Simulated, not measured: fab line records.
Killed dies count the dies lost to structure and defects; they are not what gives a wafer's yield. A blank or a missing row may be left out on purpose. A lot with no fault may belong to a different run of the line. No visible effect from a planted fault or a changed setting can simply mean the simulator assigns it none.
fab line records ; flow sfq-line
record lots=14; wafers=42; last-day=83
route steps=325 shown I2@111
lots that met no fault: taken from a fault-free run of the same line
start-h: start of the lot's first displayed wafer, in hours after the record's first day ; wait-h: hours elapsed since this lot's preceding step ; " repeats the value in the row above ; L1.1+2: a single row standing in for several wafers ; - value missing, or start not given ; * or withheld: withheld ; < > ~ a bound
route shown NAME@n: NAME is a module with steps in the file, n the number in the route of the first one ; usual: mean and standard deviation over wafers with no fault ; same: alike in all rows ; chamber/n: place in a boat ; sites: readings site by site ; _std_site: the values' standard deviation ; _edge_site: outer sites' mean less inner sites' ; radius-mm: for every site, how far away it sits from the centre of the wafer ; mask NAME#n: copy n ; behind: the most recent tool/chamber to have shaped the wafer ; hold: what put the lot on hold/how long, in hours/how the hold closed ; device: names the non-switching transistor (n, p or np) ; end of line: the route-end tests of the same wafers ; a step given without rows: its recipe and nothing more ; killed: dies lost to structure and defects at the first sort, not the wafer's yield ; map: per-die view of a wafer (x killed, . not killed, _ where there is no die)
set.NAME: the setting as run; set.NAME@STEP: as run at that earlier step ; model.NAME: the simulator's own value behind a step, which no gauge read
a sample of lots followed through the steps of the route, with each step as a table and each wafer as a row
## steps
# step SFQ_TRILAYER_I2_VIA_LITHO_PEB_070
# recipe peb-temp-c=115; peb-time-s=60; resist=KrF
# usual heater-power-total-W=79.14/0.077; plate-temp-C=115.03/0.12
lot.wafer;tool;chamber;start-h;wait-h;heater-power-total-W;plate-temp-C
L588.2;litho-track-03;0;511.48;0.8;79.12;114.98
L588.5;litho-track-03;0;511.48;0.8;79.22;114.76
L588.6;litho-track-03;0;511.48;0.8;79.19;115.00
L589.1;litho-track-03;0;516.21;1.0;79.20;115.11
L589.4;litho-track-03;0;516.21;1.0;79.19;114.86
L589.5;litho-track-03;0;516.21;1.0;79.04;114.98
L590.1;litho-track-02;0;517.50;1.0;79.19;115.13
L590.2;litho-track-02;0;517.50;1.0;79.09;115.10
L590.3;litho-track-02;0;517.50;1.0;79.22;115.06
L592.1;litho-track-02;0;566.48;1.0;79.15;114.94
L592.3;litho-track-02;0;566.48;1.0;79.07;115.11
L592.5;litho-track-02;0;566.48;1.0;79.11;115.06
L596.4;litho-track-01;0;643.14;0.5;79.25;114.92
L596.5;litho-track-01;0;643.14;0.5;79.11;115.26
L596.6;litho-track-01;0;643.14;0.5;79.21;115.06
L598.2;litho-track-01;0;663.01;0.8;79.20;114.95
L598.3;litho-track-01;0;663.01;0.8;79.24;114.96
L598.6;litho-track-01;0;663.01;0.8;79.08;115.17
L599.1;litho-track-03;0;672.39;1.0;67.97;102.61
L599.3;litho-track-03;0;672.39;1.0;67.78;102.68
L599.6;litho-track-03;0;672.39;1.0;68.03;102.77
L600.1;litho-track-03;0;681.99;1.0;67.78;102.78
L600.5;litho-track-03;0;681.99;1.0;67.95;102.59
L600.6;litho-track-03;0;681.99;1.0;67.92;102.67
L601.1;litho-track-01;0;684.45;1.0;79.21;115.00
L601.2;litho-track-01;0;684.45;1.0;79.03;114.96
L601.3;litho-track-01;0;684.45;1.0;79.16;115.04
L604.2;litho-track-01;0;709.26;0.8;78.98;115.16
L604.3;litho-track-01;0;709.26;0.8;79.11;115.06
L604.5;litho-track-01;0;709.26;0.8;79.15;115.14
L607.2;litho-track-03;0;734.88;0.8;79.27;114.80
L607.3;litho-track-03;0;734.88;0.8;79.23;114.93
L607.5;litho-track-03;0;734.88;0.8;79.12;115.00
L608.3;litho-track-01;0;737.30;0.7;79.18;115.04
L608.4;litho-track-01;0;737.30;0.7;79.03;115.26
L608.5;litho-track-01;0;737.30;0.7;79.17;114.97
L609.1;litho-track-03;0;748.05;1.0;79.15;115.06
L609.2;litho-track-03;0;748.05;1.0;79.19;115.12
L609.6;litho-track-03;0;748.05;1.0;79.16;114.99
L610.4;litho-track-03;0;750.53;0.5;79.17;114.93
L610.5;litho-track-03;0;750.53;0.5;79.09;114.95
L610.6;litho-track-03;0;750.53;0.5;79.08;114.88
## key
first-sign step=SFQ_TRILAYER_I2_VIA_LITHO_PEB_070; reading=heater-power-total-W; direction=down; sigmas=99+; usual=79.14; struck=67.91
effect step=SFQ_TRILAYER_I2_VIA_LITHO_PEB_070; reading=plate-temp-C; direction=down; sigmas=99+; usual=*; struck=*
met-at SFQ_TRILAYER_I2_VIA_LITHO_PEB_070
struck-lots L599,L600
onset-between 516.21 672.39
fault kind=process-parameter-drift; tool=litho-track-03; chamber=-; onset-h=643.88; steps=SFQ_TRILAYER_I2_VIA_LITHO_PEB_070; channel=peb-temp-c; offset=*; shape=step; end-h=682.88; acts-in=*; stated=*
